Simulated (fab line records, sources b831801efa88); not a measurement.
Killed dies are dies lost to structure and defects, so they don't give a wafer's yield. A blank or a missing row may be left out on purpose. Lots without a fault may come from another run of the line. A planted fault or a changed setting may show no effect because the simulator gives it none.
Which tool did it? | flow sky130 | 12 lots, 36 wafers sampled, at 4 steps of a route of 708

WHAT THE GAUGES READ, wafer by wafer
SKY_SD_P_CD_MEAS_07: target cd 380 nm. Usual: cd_nm 380.2 nm, standard deviation 2.6.
lot  | measured     | on        | cd_nm (nm)        | flag
L966 | day 27 00:33 | cd_sem-02 | 375.8 377.6 376.2 |
L967 | day 27 01:40 | cd_sem-01 | 379.6 380.5 379.4 |
L970 | day 27 12:11 | cd_sem-02 | 382.8 381.4 382.8 |
L971 | day 28 09:57 | cd_sem-01 | 380.6 381.2 383.3 |
L972 | day 28 11:07 | cd_sem-01 | 381.9 380.7 378.8 |
L973 | day 28 15:44 | cd_sem-01 | 375.5 378.7 376.2 |
L981 | day 31 08:46 | cd_sem-01 | 378.4 378.8 379.6 |
L982 | day 31 12:14 | cd_sem-02 | 379.4 379.0 378.9 |
L983 | day 32 07:10 | cd_sem-01 | 385.9 385.1 383.4 |
L984 | day 32 09:08 | cd_sem-01 | 380.8 382.0 382.4 |
L985 | day 32 15:35 | cd_sem-02 | 383.6 383.7 382.7 |
L987 | day 34 05:46 | cd_sem-01 | 381.6 380.2 379.2 |

WHICH TOOL RAN EACH LOT (tool, then ch and the chambers of the sampled wafers, then the start)
lot  | SKY_LDD_N_IMPLANT_10            | SKY_SPACER_ETCHBACK_02             | SKY_POLY_CUT_STRIP_12
L966 | implanter-03 ch 0, day 18 06:13 | rie_diel-02 ch 1,3, day 24 15:20   | plasma_asher-02 ch 0,1, day 25 20:31
L967 | implanter-03 ch 0, day 18 22:04 | rie_diel-04 ch 0,2,3, day 24 15:20 | plasma_asher-03 ch 0,1, day 25 21:13
L970 | implanter-03 ch 0, day 19 21:05 | rie_diel-04 ch 0,2,3, day 25 01:19 | plasma_asher-02 ch 0,1, day 26 07:26
L971 | implanter-03 ch 0, day 20 20:52 | rie_diel-01 ch 0,1, day 26 00:13   | plasma_asher-03 ch 0,1, day 27 05:20
L972 | implanter-04 ch 0, day 20 22:14 | rie_diel-02 ch 1,3, day 26 01:27   | plasma_asher-03 ch 0, day 27 06:44
L973 | implanter-03 ch 0, day 21 04:26 | rie_diel-02 ch 0,1,3, day 26 07:04 | plasma_asher-01 ch 0,1, day 27 11:59
L981 | implanter-01 ch 0, day 24 02:39 | rie_diel-04 ch 0,1, day 28 23:47   | plasma_asher-01 ch 0,1, day 30 04:53
L982 | implanter-04 ch 0, day 24 06:19 | rie_diel-02 ch 0,3, day 29 04:23   | plasma_asher-01 ch 0,1, day 30 08:28
L983 | implanter-03 ch 0, day 25 01:20 | rie_diel-01 ch 0,2,3, day 29 23:28 | plasma_asher-03 ch 0,1, day 31 03:23
L984 | implanter-01 ch 0, day 25 08:17 | rie_diel-02 ch 1,2, day 30 02:23   | plasma_asher-01 ch 0,1, day 31 05:49
L985 | implanter-04 ch 0, day 25 13:45 | rie_diel-02 ch 0,1,2, day 30 09:47 | plasma_asher-01 ch 1, day 31 13:07
L987 | implanter-03 ch 0, day 27 04:20 | rie_diel-01 ch 0,2,3, day 32 00:02 | plasma_asher-02 ch 0, day 33 03:35
- SKY_LDD_N_IMPLANT_10
- SKY_SPACER_ETCHBACK_02: etches Si3N4 in CH3F/O2, stops on SiO2, time 46.7 s, target depth 45 nm.
- SKY_POLY_CUT_STRIP_12: strips in O2/N2.

WHAT THE TOOLS THEMSELVES READ (means of the sampled wafers that have a number; where no wafer has one, the mark that the record gives instead)
SKY_LDD_N_IMPLANT_10. Usual: beam_energy_keV 19.999, standard deviation 0.007; faraday_current_uA 423, standard deviation 8.7.
lot  | tool         | beam_energy_keV | faraday_current_uA | flag
L966 | implanter-03 | 19.993          | 432                |
L967 | implanter-03 | 20.006          | 420                |
L970 | implanter-03 | 19.996          | 422                |
L971 | implanter-03 | 19.762          | 427                | OFF
L972 | implanter-04 | 19.999          | 430                |
L973 | implanter-03 | 19.762          | 423                | OFF
L981 | implanter-01 | 19.991          | 417                |
L982 | implanter-04 | 20.000          | 427                |
L983 | implanter-03 | 19.998          | 424                |
L984 | implanter-01 | 19.993          | 426                |
L985 | implanter-04 | 19.995          | 425                |
L987 | implanter-03 | 20.000          | 417                |

SKY_SPACER_ETCHBACK_02. Usual: chamber_pressure_mTorr 25.000 mTorr, standard deviation 0.021; drypump_motor_current_A 5.9 A, standard deviation 0.35; oes_product_au 0.856 a.u., standard deviation 0.0061; throttle_valve_pct 10.562 %, standard deviation 0.0098.
lot  | tool        | chamber_pressure_mTorr (mTorr) | drypump_motor_current_A (A) | oes_product_au (a.u.) | throttle_valve_pct (%) | flag
L966 | rie_diel-02 | 24.993                         | 5.7                         | 0.857                 | 10.557                 |
L967 | rie_diel-04 | 24.991                         | 5.8                         | 0.860                 | 10.565                 |
L970 | rie_diel-04 | 24.994                         | 5.8                         | 0.853                 | 10.568                 |
L971 | rie_diel-01 | 25.028                         | 5.7                         | 0.861                 | 10.561                 |
L972 | rie_diel-02 | 24.999                         | 5.6                         | 0.857                 | 10.559                 |
L973 | rie_diel-02 | 25.014                         | 5.9                         | 0.858                 | 10.559                 |
L981 | rie_diel-04 | 24.985                         | 6.4                         | 0.858                 | 10.569                 |
L982 | rie_diel-02 | 25.008                         | 5.8                         | 0.850                 | 10.559                 |
L983 | rie_diel-01 | 24.984                         | 5.9                         | 0.856                 | 10.562                 |
L984 | rie_diel-02 | 24.992                         | 5.7                         | 0.856                 | 10.569                 |
L985 | rie_diel-02 | 25.001                         | 5.9                         | 0.851                 | 10.566                 |
L987 | rie_diel-01 | 24.988                         | 5.9                         | 0.855                 | 10.559                 |

SKY_POLY_CUT_STRIP_12. Usual: chamber_pressure_mTorr 1500.0 mTorr, standard deviation 1.5; drypump_motor_current_A 5.9 A, standard deviation 0.3; oes_product_au 0.453 a.u., standard deviation 0.0045; strip_time_to_endpoint_s 5.366 s, standard deviation 0.017.
lot  | tool            | chamber_pressure_mTorr (mTorr) | drypump_motor_current_A (A) | oes_product_au (a.u.) | strip_time_to_endpoint_s (s) | flag
L966 | plasma_asher-02 | 1500.4                         | 5.9                         | 0.456                 | 5.359                        |
L967 | plasma_asher-03 | 1500.2                         | 5.8                         | 0.453                 | 5.360                        |
L970 | plasma_asher-02 | 1499.5                         | 5.9                         | 0.450                 | 5.376                        |
L971 | plasma_asher-03 | 1500.8                         | 5.9                         | 0.453                 | 5.352                        |
L972 | plasma_asher-03 | 1500.3                         | 5.6                         | 0.449                 | 5.376                        |
L973 | plasma_asher-01 | 1500.3                         | 6.0                         | 0.455                 | 5.344                        |
L981 | plasma_asher-01 | 1501.0                         | 6.0                         | 0.449                 | 5.378                        |
L982 | plasma_asher-01 | 1500.6                         | 6.0                         | 0.452                 | 5.380                        |
L983 | plasma_asher-03 | 1500.8                         | 5.9                         | 0.456                 | 5.365                        |
L984 | plasma_asher-01 | 1499.5                         | 5.8                         | 0.449                 | 5.367                        |
L985 | plasma_asher-01 | 1500.4                         | 5.6                         | 0.451                 | 5.377                        |
L987 | plasma_asher-02 | 1499.6                         | 5.8                         | 0.455                 | 5.363                        |

THE ANSWER, worked out from the rows above alone
Rule: a lot is off if the mean of its wafers that have a number lies more than 3 standard deviations from the usual mean. A lot without any number at a reading at which 4 lots or more have one is off too. The other lots that the step has rows for count as sound. The gauges are gone through in route order, then the tools' own readings, and for those a lot's mean is taken as printed above. The first step at which some lot is off is used, and at that step the reading that is off furthest; a lot without a number counts as furthest.
Off: L971, L973, at SKY_LDD_N_IMPLANT_10 (beam_energy_keV).
A tool fits if, at that step or a process step before it, it ran every lot that is off, and no sound lot after the first of them. None of those tried fits.

WHAT THE SIMULATOR HAD PUT IN
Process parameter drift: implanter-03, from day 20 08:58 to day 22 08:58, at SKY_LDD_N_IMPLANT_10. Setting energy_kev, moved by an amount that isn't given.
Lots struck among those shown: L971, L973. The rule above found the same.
